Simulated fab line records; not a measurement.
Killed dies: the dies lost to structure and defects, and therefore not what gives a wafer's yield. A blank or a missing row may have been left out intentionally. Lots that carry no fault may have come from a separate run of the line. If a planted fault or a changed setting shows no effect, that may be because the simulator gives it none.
A lot that was struck, set against a sound lot || flow sky130 || 16 steps out of a route of 708
Sound: these wafers, L514.3, L514.4, L514.5. Struck: wafers L508.3, L508.4, L508.5. Last of all comes the cause.
Each step with rows lists, per side, the tool, then ch with its chambers, then its first start. Under that, the readings that differ: sound wafers || struck wafers || difference of the means || sigmas: that difference in standard deviations of wafers without a fault.
alike: readings with means less than 2 such deviations apart, plus words and numbers identical on both sides. not compared: withheld readings, readings lacking a value on some wafer, bounds such as >300 that could conceal the same value, and numbers that have no deviation in the record and whose values overlap.
A row with sigmas, a row that says differs or no value, or rows on one side alone: a step with any of these is where the two part. When numbers do not overlap yet have no deviation, they are printed without sigmas and do not part them. A reading missing from all wafers of one side parts the sides only when that side holds two or more wafers.

first, 3 steps without rows for these wafers: SKY_VIA2_EXPOSE_09 (exposes mask VIM2, target cd 200 nm); SKY_VIA2_PEB_10; SKY_VIA2_DEVELOP_11 (develop time 60 s).
SKY_VIA2_CD_MEAS_12: target cd 200 nm.
  sound on cdSem-01 at day 40 19:56; struck on cdSem-01 at day 39 04:34
  alike: cdNm
SKY_VIA2_OVL_MEAS_13:
  sound on overlay-01 at day 40 20:02; struck on overlay-02 at day 39 04:40
  alike: VIA2_OVL
SKY_VIA2_ETCH_14: etches BARC in N2/H2, stops on SiO2, time 45.9 s, target depth 60 nm.
  sound on rieDiel-04 ch 1,2, day 40 20:04; struck on rieDiel-03 ch 0,1,2, day 39 04:41
  alike: drypumpMotorCurrentA, h2FlowSccm, oesProductAu, throttleValvePct
  not compared: rfHoursCounterH
SKY_VIA2_ETCH_15: etches SiO2 in C4F8/O2/Ar, stops on TiN, target depth 546 nm, time 84 s.
  sound on rieDiel-04 ch 1,2, day 40 20:06; struck on rieDiel-03 ch 0,1,2, day 39 04:44
  alike: oesProductAu
  not compared: rfHoursCounterH
SKY_VIA2_STRIP_16: strips in O2/N2.
  sound on plasmaAsher-04 ch 0,1, day 40 20:12; struck on plasmaAsher-04 ch 0,1, day 39 04:50
  alike: drypumpMotorCurrentA, oesProductAu, stripTimeToEndpointS
  not compared: rfHoursCounterH
then, 3 steps without rows for these wafers: SKY_VIA2_STRIP_17 (strips in post etch residue remover, time 1200 s); SKY_VIA2_CLEAN_18 (cleans in IPA, time 180 s); SKY_VIA2_CLEAN_19 (cleans in O3/DIW).
SKY_VIA2_SPUTTER_20: material TiN, target thk 20 nm, time 80 s.
  sound on pvdSputter-04 at day 40 20:46; struck on pvdSputter-03 at day 39 05:23
  alike: throttleValvePct
SKY_VIA2_CVD_21: deposits W, target thk 420 nm, time 126.4 s.
  sound on cvdW-01 ch 0,1, day 40 20:52; struck on cvdW-01 ch 0,1, day 39 05:29
  no value came back on the struck wafers for chamberPressureTorr (Torr), heaterPowerOuterW (W), heaterPowerW (W), susceptorTempC (C); on the sound wafers chamberPressureTorr (Torr) reads 39.96 39.98 40.00
  not compared: sinceWetCleanH
SKY_VIA2_RS_MEAS_22: uses a four-point probe to measure.
  sound on filmMetro-01 at day 40 20:59; struck on filmMetro-03 at day 39 05:37
{"reading": "VIA2_W_RS (ohm/sq)", "sound": "0.272 0.274 0.273", "struck": "58.914 58.538 58.161", "difference": "+58.265", "sigmas": "+99 or more"}
SKY_VIA2_THK_MEAS_23: measures by xrf.
  sound on filmMetro-01 at day 40 21:05; struck on filmMetro-03 at day 39 05:43
  not compared: VIA2_W_THK
SKY_VIA2_CMP_24: polishes, stops on SiO2, t overpolish 20 s, target thk 0 nm.
  sound on cmp-01 ch 0,1, day 40 21:08; struck on cmp-02 ch 0,3, day 39 05:45
{"reading": "timeToEndpointS (s)", "sound": "102 101 100", "struck": "2 4 4", "difference": -98, "sigmas": -29}
  alike: motorCurrentA, retainingRingPressureFrac

WHERE THEY PART
At SKY_VIA2_CVD_21 first; at SKY_VIA2_CMP_24 last (within this record only).

WHY: what the simulator had put in
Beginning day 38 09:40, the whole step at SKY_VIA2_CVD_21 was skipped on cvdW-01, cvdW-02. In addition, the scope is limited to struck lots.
